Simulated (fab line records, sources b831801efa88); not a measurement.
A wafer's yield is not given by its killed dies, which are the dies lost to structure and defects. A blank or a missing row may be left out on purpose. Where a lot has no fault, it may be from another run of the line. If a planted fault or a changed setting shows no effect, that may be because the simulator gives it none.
Commonality check across tools || flow sky130 || Sampled: 10 lots, 30 wafers

THE REASON FOR OPENING IT
At SKY_NWELL_THK_MEAS_02 the reading NWELL_OXIDATION_THK is flagged on 2 of 10 lots. No-fault wafers: 9.85 nm, standard deviation 0.18.
Rule: a lot gets a flag if all its wafers with a number sit over 4 standard deviations from that mean, or if no wafer of it has a number. The other lots count as sound.

{"lot": "L938", "measured": "day 3 01:32", "on": "filmMetro-02", "NWELL_OXIDATION_THK (nm), wafer by wafer": "9.61 9.51 9.43", "flag": ""}
{"lot": "L939", "measured": "day 3 03:59", "on": "filmMetro-04", "NWELL_OXIDATION_THK (nm), wafer by wafer": "9.88 9.86 9.72", "flag": ""}
{"lot": "L942", "measured": "day 3 16:20", "on": "filmMetro-02", "NWELL_OXIDATION_THK (nm), wafer by wafer": "9.58 9.28 9.60", "flag": ""}
{"lot": "L943", "measured": "day 3 22:53", "on": "filmMetro-04", "NWELL_OXIDATION_THK (nm), wafer by wafer": "9.83 9.85 9.82", "flag": ""}
{"lot": "L944", "measured": "day 4 03:07", "on": "filmMetro-04", "NWELL_OXIDATION_THK (nm), wafer by wafer": "9.91 9.71 9.83", "flag": ""}
{"lot": "L945", "measured": "day 4 06:56", "on": "filmMetro-02", "NWELL_OXIDATION_THK (nm), wafer by wafer": "16.89 16.93 16.93", "flag": "FLAGGED"}
{"lot": "L946", "measured": "day 4 10:42", "on": "filmMetro-04", "NWELL_OXIDATION_THK (nm), wafer by wafer": "16.66 16.56 16.56", "flag": "FLAGGED"}
{"lot": "L951", "measured": "day 5 13:56", "on": "filmMetro-03", "NWELL_OXIDATION_THK (nm), wafer by wafer": "9.82 9.80 9.92", "flag": ""}
{"lot": "L956", "measured": "day 6 13:57", "on": "filmMetro-03", "NWELL_OXIDATION_THK (nm), wafer by wafer": "9.75 9.86 9.70", "flag": ""}
{"lot": "L959", "measured": "day 7 08:23", "on": "filmMetro-03", "NWELL_OXIDATION_THK (nm), wafer by wafer": "9.98 10.13 9.93", "flag": ""}
The mean of the flagged lots' numbers is 16.75 nm, +6.90 nm from the usual (+38 standard deviations).

TOOL THAT RAN EACH LOT
Before the reading, the record contains 3 process steps out of a 708-step route. Read each cell as the tool, then ch plus the chambers that the sampled wafers visited, then the start.
{"lot": "L938", "flag": "", "SKY_FIELD_ISO_ETCH_14": "rieDiel-03 ch 1,2, day 2 10:34", "SKY_FIELD_ISO_ETCH_15": "rieDiel-03 ch 1,2, day 2 10:36", "SKY_NWELL_OXIDATION_01": "furnace-02 ch 0, day 3 00:08"}
{"lot": "L939", "flag": "", "SKY_FIELD_ISO_ETCH_14": "rieDiel-04 ch 0,2, day 2 14:29", "SKY_FIELD_ISO_ETCH_15": "rieDiel-04 ch 0,2, day 2 14:32", "SKY_NWELL_OXIDATION_01": "furnace-01 ch 0, day 3 02:34"}
{"lot": "L942", "flag": "", "SKY_FIELD_ISO_ETCH_14": "rieDiel-04 ch 0,1,3, day 3 10:07", "SKY_FIELD_ISO_ETCH_15": "rieDiel-04 ch 0,1,3, day 3 10:09", "SKY_NWELL_OXIDATION_01": "furnace-02 ch 0, day 3 14:56"}
{"lot": "L943", "flag": "", "SKY_FIELD_ISO_ETCH_14": "rieDiel-02 ch 0,1, day 3 14:16", "SKY_FIELD_ISO_ETCH_15": "rieDiel-02 ch 0,1, day 3 14:18", "SKY_NWELL_OXIDATION_01": "furnace-01 ch 0, day 3 21:28"}
{"lot": "L944", "flag": "", "SKY_FIELD_ISO_ETCH_14": "rieDiel-02 ch 0,1, day 3 19:44", "SKY_FIELD_ISO_ETCH_15": "rieDiel-02 ch 0,1, day 3 19:47", "SKY_NWELL_OXIDATION_01": "furnace-01 ch 0, day 4 01:43"}
{"lot": "L945", "flag": "FLAGGED", "SKY_FIELD_ISO_ETCH_14": "rieDiel-02 ch 0,1,2, day 4 00:05", "SKY_FIELD_ISO_ETCH_15": "rieDiel-02 ch 0,1,2, day 4 00:08", "SKY_NWELL_OXIDATION_01": "furnace-01 ch 0, day 4 05:32"}
{"lot": "L946", "flag": "FLAGGED", "SKY_FIELD_ISO_ETCH_14": "rieDiel-04 ch 1,3, day 4 03:49", "SKY_FIELD_ISO_ETCH_15": "rieDiel-04 ch 1,3, day 4 03:51", "SKY_NWELL_OXIDATION_01": "furnace-01 ch 0, day 4 09:18"}
{"lot": "L951", "flag": "", "SKY_FIELD_ISO_ETCH_14": "rieDiel-03 ch 0,2,3, day 5 06:20", "SKY_FIELD_ISO_ETCH_15": "rieDiel-03 ch 0,2,3, day 5 06:23", "SKY_NWELL_OXIDATION_01": "furnace-02 ch 0, day 5 12:32"}
{"lot": "L956", "flag": "", "SKY_FIELD_ISO_ETCH_14": "rieDiel-03 ch 0,2,3, day 6 08:05", "SKY_FIELD_ISO_ETCH_15": "rieDiel-03 ch 0,2,3, day 6 08:08", "SKY_NWELL_OXIDATION_01": "furnace-02 ch 0, day 6 12:34"}
{"lot": "L959", "flag": "", "SKY_FIELD_ISO_ETCH_14": "rieDiel-03 ch 2,3, day 6 23:04", "SKY_FIELD_ISO_ETCH_15": "rieDiel-03 ch 2,3, day 6 23:06", "SKY_NWELL_OXIDATION_01": "furnace-02 ch 0, day 7 06:59"}
These steps, and what they do:
- SKY_FIELD_ISO_ETCH_14: etches BARC in N2/H2, stops on SiO2, time 45.9 s, target depth 60 nm.
- SKY_FIELD_ISO_ETCH_15: etches the open film in CHF3/O2, stops on Si, target depth 180 nm, time 72 s.
- SKY_NWELL_OXIDATION_01: stabilise 600 s, purge 300 s, target thk 10 nm.
- SKY_NWELL_THK_MEAS_02

FLAGGED AGAINST TOTAL, ONE TOOL AT A TIME (gauges that did the reading follow at the end)
{"step": "SKY_FIELD_ISO_ETCH_14", "tool": "rieDiel-02", "lots run": 3, "flagged": 1, "share of the flagged lots": "some", "sound lots run after its first flagged lot": 0}
{"step": "SKY_FIELD_ISO_ETCH_14", "tool": "rieDiel-03", "lots run": 4, "flagged": 0, "share of the flagged lots": "none", "sound lots run after its first flagged lot": "-"}
{"step": "SKY_FIELD_ISO_ETCH_14", "tool": "rieDiel-04", "lots run": 3, "flagged": 1, "share of the flagged lots": "some", "sound lots run after its first flagged lot": 0}
{"step": "SKY_FIELD_ISO_ETCH_15", "tool": "rieDiel-02", "lots run": 3, "flagged": 1, "share of the flagged lots": "some", "sound lots run after its first flagged lot": 0}
{"step": "SKY_FIELD_ISO_ETCH_15", "tool": "rieDiel-03", "lots run": 4, "flagged": 0, "share of the flagged lots": "none", "sound lots run after its first flagged lot": "-"}
{"step": "SKY_FIELD_ISO_ETCH_15", "tool": "rieDiel-04", "lots run": 3, "flagged": 1, "share of the flagged lots": "some", "sound lots run after its first flagged lot": 0}
{"step": "SKY_NWELL_OXIDATION_01", "tool": "furnace-01", "lots run": 5, "flagged": 2, "share of the flagged lots": "all", "sound lots run after its first flagged lot": 0}
{"step": "SKY_NWELL_OXIDATION_01", "tool": "furnace-02", "lots run": 5, "flagged": 0, "share of the flagged lots": "none", "sound lots run after its first flagged lot": "-"}
{"step": "SKY_NWELL_THK_MEAS_02", "tool": "filmMetro-02", "lots run": 3, "flagged": 1, "share of the flagged lots": "some", "sound lots run after its first flagged lot": 0}
{"step": "SKY_NWELL_THK_MEAS_02", "tool": "filmMetro-03", "lots run": 3, "flagged": 0, "share of the flagged lots": "none", "sound lots run after its first flagged lot": "-"}
{"step": "SKY_NWELL_THK_MEAS_02", "tool": "filmMetro-04", "lots run": 4, "flagged": 1, "share of the flagged lots": "some", "sound lots run after its first flagged lot": 0}

WHAT IS ALLOWED BY THE TABLE
Rows of the table that ran each flagged lot: 1, that is furnace-01 at SKY_NWELL_OXIDATION_01.
- furnace-01 at SKY_NWELL_OXIDATION_01 ran 5 lots, 2 of them flagged. Last sound lot L944 at day 4 01:43, first flagged lot L945 at day 4 05:32; a fault beginning in between fits. Its own readings (spikeTcBottomC, spikeTcCentreC, spikeTcLowerC, spikeTcTopC, spikeTcUpperC, tubeCenterTempC, tube_center_temp_C_max, zonePowerBottomPct, zonePowerCentrePct) fall more than 4 standard deviations out on all wafers of the flagged lots.
furnace-01 at SKY_NWELL_OXIDATION_01 is the single tool remaining.

WHAT THE SIMULATOR PUT IN
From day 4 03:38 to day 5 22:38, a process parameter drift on furnace-01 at SKY_NWELL_OXIDATION_01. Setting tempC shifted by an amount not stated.
Lots struck among those shown: L945, L946. Same finding as the rule above.
